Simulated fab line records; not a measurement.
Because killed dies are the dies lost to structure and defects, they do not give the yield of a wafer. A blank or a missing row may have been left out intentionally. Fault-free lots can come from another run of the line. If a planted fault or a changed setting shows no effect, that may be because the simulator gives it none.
The tool behind it: which one?	flow gf180mcu	14 lots with 42 wafers sampled at 6 steps, on a route of 602 steps

== WHAT EACH GAUGE READ, for each wafer ==
GF_LVPWELL_TW_MEAS_11. Usual: LVPWELL_TW 561, standard deviation 3.8.
lot	measured	on	LVPWELL_TW	flag
L529	day 3 20:34	filmMetro-04	560 559 560	
L533	day 4 20:01	filmMetro-01	565 561 561	
L534	day 5 01:37	filmMetro-04	556 556 558	
L538	day 5 23:01	filmMetro-02	532 527 522	OFF
L539	day 6 04:41	filmMetro-04	514 520 518	OFF
L541	day 6 17:26	filmMetro-01	566 561 565	
L542	day 6 21:08	filmMetro-01	569 567 563	
L544	day 7 08:07	filmMetro-02	563 564 565	
L545	day 7 15:37	filmMetro-04	559 556 556	
L546	day 7 20:32	filmMetro-04	561 557 558	
L547	day 8 07:31	filmMetro-01	562 560 560	
L549	day 8 13:40	filmMetro-01	562 563 563	
L551	day 9 01:12	filmMetro-02	566 566 568	
L552	day 9 06:46	filmMetro-04	558 559 559	

GF_VT_IMPLANT_RS_MEAS_48: measures by four-point-probe. Usual: LVPWELL_RS 1198.2 ohm/sq, standard deviation 2.8.
lot	measured	on	LVPWELL_RS (ohm/sq)	flag
L529	day 7 13:48	filmMetro-02	1200.4 1200.6 1202.2	
L533	day 8 17:43	filmMetro-01	1195.9 1199.5 1199.7	
L534	day 9 01:05	filmMetro-04	1198.7 1201.9 1202.4	
L538	day 10 01:34	filmMetro-01	1543.2 1532.5 1537.2	OFF
L539	day 10 07:50	filmMetro-04	1537.1 1536.5 1538.3	OFF
L541	day 11 00:13	filmMetro-02	1193.0 1195.5 1197.4	
L542	day 11 05:46	filmMetro-04	1194.6 1195.1 1200.8	
L544	day 11 17:16	filmMetro-04	1197.2 1193.5 1192.0	
L545	day 12 01:22	filmMetro-04	1200.5 1201.4 1198.6	
L546	day 12 07:40	filmMetro-04	1200.0 1196.7 1200.8	
L547	day 12 21:50	filmMetro-01	1203.3 1205.5 1200.8	
L549	day 13 04:04	filmMetro-01	1200.7 1198.7 1198.4	
L551	day 13 19:14	filmMetro-04	1200.4 1198.6 1196.1	
L552	day 14 01:37	filmMetro-01	1202.2 1201.9 1200.6	

GF_M2_CD_MEAS_14: the cd target is 280 nm. Usual: 280.5 nm for cdNm, sd 1.1.
lot	measured	on	cdNm (nm)	flag
L529	day 19 06:00	cdSem-01	280.7 280.3 280.1	
L533	day 21 03:41	cdSem-01	281.5 282.8 281.8	
L534	day 21 04:46	cdSem-01	280.8 280.4 280.8	
L541	day 23 17:14	cdSem-02	281.7 281.0 281.9	
L542	day 23 23:31	cdSem-02	281.8 280.7 280.9	
L544	day 24 14:37	cdSem-02	281.3 281.0 282.0	
L545	day 25 02:52	cdSem-02	279.8 280.3 281.2	
L546	day 25 06:39	cdSem-01	280.6 280.3 279.1	
L547	day 26 00:50	cdSem-01	280.9 281.1 281.0	
L549	day 26 07:06	cdSem-01	281.3 281.0 280.5	
L551	day 26 21:05	cdSem-01	282.6 281.6 282.3	
L552	day 27 04:29	cdSem-01	279.8 279.5 278.8	

GF_V2_BOW_MEAS_05. Usual: V2_BOW 99 um, standard deviation 8.9.
lot	measured	on	V2_BOW (um)	flag
L529	day 19 07:25	filmMetro-01	91 109 97	
L533	day 21 05:05	filmMetro-01	123 107 102	
L534	day 21 06:11	filmMetro-02	111 107 97	
L541	day 23 18:46	filmMetro-04	88 79 91	
L542	day 24 00:53	filmMetro-01	95 110 83	
L544	day 24 16:00	filmMetro-01	91 100 87	
L545	day 25 04:15	filmMetro-02	100 115 101	
L546	day 25 08:10	filmMetro-02	117 106 108	
L547	day 26 02:17	filmMetro-02	105 96 92	
L549	day 26 08:52	filmMetro-04	93 106 84	
L551	day 26 22:33	filmMetro-02	93 95 96	
L552	day 27 05:54	filmMetro-01	96 104 93	

== WHICH TOOL RAN EACH LOT (tool, then ch and the chambers of the sampled wafers, then the start) ==
lot	GF_LVPWELL_IMPLANT_09	GF_M2_SPUTTER_01
L529	implanter-02 ch 0, day 3 20:20	pvdSputter-01, day 18 05:38
L533	implanter-02 ch 0, day 4 19:46	pvdSputter-02, day 20 04:10
L534	implanter-04 ch 0, day 5 01:22	pvdSputter-01, day 20 04:52
L538	implanter-04, day 5 22:46	-
L539	implanter-01, day 6 04:28	-
L541	implanter-02 ch 0, day 6 17:14	pvdSputter-02, day 22 18:20
L542	implanter-02 ch 0, day 6 20:55	pvdSputter-01, day 23 00:35
L544	implanter-01 ch 0, day 7 07:54	pvdSputter-04, day 23 17:09
L545	implanter-01 ch 0, day 7 15:22	pvdSputter-04, day 24 05:02
L546	implanter-02 ch 0, day 7 20:19	pvdSputter-02, day 24 09:11
L547	implanter-01 ch 0, day 8 07:16	pvdSputter-02, day 25 03:29
L549	implanter-02 ch 0, day 8 13:26	pvdSputter-04, day 25 09:55
L551	implanter-04 ch 0, day 9 00:56	pvdSputter-02, day 25 23:56
L552	implanter-04 ch 0, day 9 06:31	pvdSputter-04, day 26 08:10
- GF_LVPWELL_IMPLANT_09
- GF_M2_SPUTTER_01: material TiN, target thk 30 nm, time 25 s.

== AS READ BY THE TOOLS THEMSELVES (means over the sampled wafers that have a number; for cases with no such wafer, the mark the record gives instead) ==
GF_LVPWELL_IMPLANT_09. Usual: beamEnergyKeV 59.999, standard deviation 0.018; beamOnS 9.98 s, standard deviation 0.2.
lot	tool	beamEnergyKeV	beamOnS (s)	flag
L529	implanter-02	59.987	9.84	
L533	implanter-02	59.992	9.79	
L534	implanter-04	60.015	9.92	
L538	implanter-04	-	-	OFF
L539	implanter-01	-	-	OFF
L541	implanter-02	60.022	9.68	
L542	implanter-02	59.986	10.14	
L544	implanter-01	59.977	9.88	
L545	implanter-01	59.981	10.18	
L546	implanter-02	59.999	10.19	
L547	implanter-01	59.991	9.85	
L549	implanter-02	59.998	9.92	
L551	implanter-04	59.976	10.10	
L552	implanter-04	60.012	9.88	

GF_M2_SPUTTER_01. Usual: 30.0 % for throttleValvePct, sd 1.
lot	tool	throttleValvePct (%)	flag
L529	pvdSputter-01	30.2	
L533	pvdSputter-02	29.3	
L534	pvdSputter-01	30.4	
L541	pvdSputter-02	29.7	
L542	pvdSputter-01	30.3	
L544	pvdSputter-04	30.5	
L545	pvdSputter-04	31.1	
L546	pvdSputter-02	29.1	
L547	pvdSputter-02	29.6	
L549	pvdSputter-04	29.6	
L551	pvdSputter-02	29.9	
L552	pvdSputter-04	30.2	

== THE ANSWER, worked out from the rows above alone ==
Rule: a lot is off if the mean of its wafers that have a number lies more than 3 standard deviations from the usual mean. Also off: a lot with no number at a reading for which 4 or more lots have one. Any other lot the step has rows for is counted as sound. After the gauges, taken in route order, come the tools' own readings; for these a lot's mean is taken, as printed above. The first step at which some lot is off is used, and at that step the reading that is off furthest; a lot without a number counts as furthest.
Off: L538, L539, at GF_LVPWELL_TW_MEAS_11 (LVPWELL_TW).
If a tool, at a process step before that reading, ran all the lots that are off and no sound lot after the first of them, it fits. Not tried: the gauges at GF_LVPWELL_TW_MEAS_11; whatever is off there is also off at GF_LVPWELL_IMPLANT_09, on other tools, and gauge error can't account for it. No candidate that was tried fits.

== WHAT THE SIMULATOR PUT IN ==
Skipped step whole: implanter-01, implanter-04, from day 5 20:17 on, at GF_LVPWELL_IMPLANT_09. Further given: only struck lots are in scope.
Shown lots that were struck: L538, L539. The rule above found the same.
